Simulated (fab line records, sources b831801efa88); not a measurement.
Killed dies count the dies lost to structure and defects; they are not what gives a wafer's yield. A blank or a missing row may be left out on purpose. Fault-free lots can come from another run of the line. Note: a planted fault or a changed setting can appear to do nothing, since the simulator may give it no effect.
Comparing a struck lot with a sound one -- flow sfq line -- 16 out of 325 route steps
Sound: wafers L700.2, L700.3, L700.4. Wafers L703.2, L703.5, L703.6 were the ones struck. The cause is given at the end.
Order at every step that has rows: each side's tool, ch and its chambers, its first start. Under that, the readings that differ: sound wafers -- struck wafers -- difference of the means -- sigmas: that difference in standard deviations of wafers without a fault.
alike: a reading whose means differ by less than 2 such deviations, as well as words and numbers matching on both sides. not compared: withheld readings; readings where some wafer has no value; bounds like >300 that might hide an equal value; numbers whose values overlap and for which the record gives no deviation.
A row with sigmas, a row that says differs or no value, or rows on one side alone: a step with any of these is where the two part. Numbers that have no deviation but don't overlap get no sigmas and don't part them. A reading that every wafer of one side lacks parts them only if that side has two wafers or more.

SFQ_TRILAYER_I4_VIA_STRIP_STRIP_107: strips in O2.
  sound on rie metal-02 ch 1, day 51 18:41; struck on rie metal-01 ch 0,1, day 53 13:41
  alike: drypump motor current A, oes product au
  not compared: rf hours counter h
then, 2 steps without rows for these wafers: SFQ_TRILAYER_I4_VIA_STRIP_SOLV_CLEAN_108 (cleans in NMP, time 600 s); SFQ_TRILAYER_JJ_TRILAYER_DEP_PRE_CLEAN_113 (time 22.5 s).
SFQ_TRILAYER_JJ_TRILAYER_DEP_SPUTTER_109: material Nb, target thk 150 nm, time 100 s.
  sound on pvd sputter-05 at day 51 20:04; struck on pvd sputter-04 at day 53 14:29
  alike: throttle valve pct
SFQ_TRILAYER_JJ_TRILAYER_DEP_SPUTTER_110: material Al, target thk 8 nm, time 10 s.
  sound on pvd sputter-05 at day 51 20:08; struck on pvd sputter-04 at day 53 14:34
  alike: throttle valve pct
then, 1 step without rows for these wafers: SFQ_TRILAYER_JJ_TRILAYER_DEP_AL_OXIDATION_111 (oxidation time 600 s).
SFQ_TRILAYER_JJ_TRILAYER_DEP_SPUTTER_112: material Nb, target thk 170 nm, time 113.3 s.
  sound on pvd sputter-05 at day 51 21:10; struck on pvd sputter-04 at day 53 15:35
  alike: throttle valve pct
SFQ_JJ_RS_MEAS_929: measurement is done with a four-point probe.
  sound on film metro-04 at day 51 21:16; struck on film metro-04 at day 53 15:41
  alike: JJ_NB_RS
then, 3 steps without rows for these wafers: SFQ_TRILAYER_JJ_CE_LITHO_COAT_119 (resist thk 62 nm); SFQ_TRILAYER_JJ_CE_LITHO_COAT_114 (resist thk 600 nm); SFQ_TRILAYER_JJ_CE_LITHO_SOFTBAKE_118.
SFQ_TRILAYER_JJ_CE_LITHO_EXPOSE_115: exposes mask J5, target cd 700 nm.
  sound on krf scanner-02 ch 0, day 51 22:22; struck on krf scanner-02 ch 0, day 53 17:15
reading,sound,struck,difference,sigmas
model.JJ.overlay x nm (nm),4.772 4.772 4.772,124.7 124.7 124.7,+119.9,
  alike: mask
then, 2 steps without rows for these wafers: SFQ_TRILAYER_JJ_CE_LITHO_PEB_117 (peb time 60 s); SFQ_TRILAYER_JJ_CE_LITHO_DEVELOP_116 (time 60 s).
SFQ_JJ_OVL_MEAS_931:
  sound on overlay-02 at day 51 23:41; struck on overlay-01 at day 53 18:34
reading,sound,struck,difference,sigmas
J5_OVL (nm),6 0 4,123 126 123,+121,+29
SFQ_TRILAYER_JJ_CE_METRO_MEASURE_117:
  sound on cd sem-02 at day 51 23:55; struck on cd sem-01 at day 53 18:47
reading,sound,struck,difference,sigmas
cd nm (nm),698.4 695.8 697.3,700.3 700.9 700.4,+3.4,+2

== WHERE THEY PART ==
First at SFQ_JJ_OVL_MEAS_931; last, within this record, at SFQ_TRILAYER_JJ_CE_METRO_MEASURE_117.

WHY: what the simulator had put in
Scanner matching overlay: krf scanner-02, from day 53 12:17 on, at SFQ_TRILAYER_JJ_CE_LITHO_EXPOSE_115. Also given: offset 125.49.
